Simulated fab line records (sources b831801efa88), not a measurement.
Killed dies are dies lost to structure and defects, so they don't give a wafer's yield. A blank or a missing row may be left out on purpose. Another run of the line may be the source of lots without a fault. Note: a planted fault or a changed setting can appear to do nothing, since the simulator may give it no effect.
Matching of chambers || flow sfq line || SFQ_TRILAYER_I3_DEP_PECVD_081 on pecvd-04: 3 sister chambers
The step deposits SiO2 from SiH4/N2O, time 111.11 s, target thk 500 nm. 3 wafers are shown with their chamber, then 7 later ones without.

EACH WAFER AND ITS CHAMBER
{"wafer": "L657.2", "chamber": 2, "heater power w (W)": 70}
{"wafer": "L660.6", "chamber": 0, "heater power w (W)": 79}
{"wafer": "L667.4", "chamber": 1, "heater power w (W)": 123}

WAFERS WHOSE CHAMBER IS MISSING
{"wafer": "L667.5", "heater power w (W)": 69}
{"wafer": "L668.1", "heater power w (W)": 63}
{"wafer": "L668.5", "heater power w (W)": 118}
{"wafer": "L668.6", "heater power w (W)": 76}
{"wafer": "L669.1", "heater power w (W)": 103}
{"wafer": "L669.3", "heater power w (W)": 77}
{"wafer": "L669.5", "heater power w (W)": 108}

WHICH CHAMBER EACH ONE RAN IN
{"wafer": "L667.5", "from the rows above": "can't be placed: 2 or 0", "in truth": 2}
{"wafer": "L668.1", "from the rows above": "can't be placed: 2 or 0", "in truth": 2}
{"wafer": "L668.5", "from the rows above": 1, "in truth": 1}
{"wafer": "L668.6", "from the rows above": "can't be placed: 0 or 2", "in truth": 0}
{"wafer": "L669.1", "from the rows above": "can't be placed: 1 or 0 or 2", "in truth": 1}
{"wafer": "L669.3", "from the rows above": "can't be placed: 0 or 2", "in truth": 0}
{"wafer": "L669.5", "from the rows above": "can't be placed: 1 or 0", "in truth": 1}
Correct placement for 1 of the 7. Unplaceable from these rows: 6, with the true chamber sitting among the candidates in 6. Placed wrongly: 0.
How it was worked out, from the rows above alone: a wafer's distance from a chamber is the root of the sum, over the readings, of the square of ((its reading less the chamber's mean) divided by the reading's scatter). The wafer belongs to the nearest chamber; if the next one is less than 2 further off, it can't be placed. The mean given for a chamber averages the wafers shown for that chamber. The scatter: root of mean squared gap, hidden wafer to nearest shown wafer, with one shown wafer a chamber.
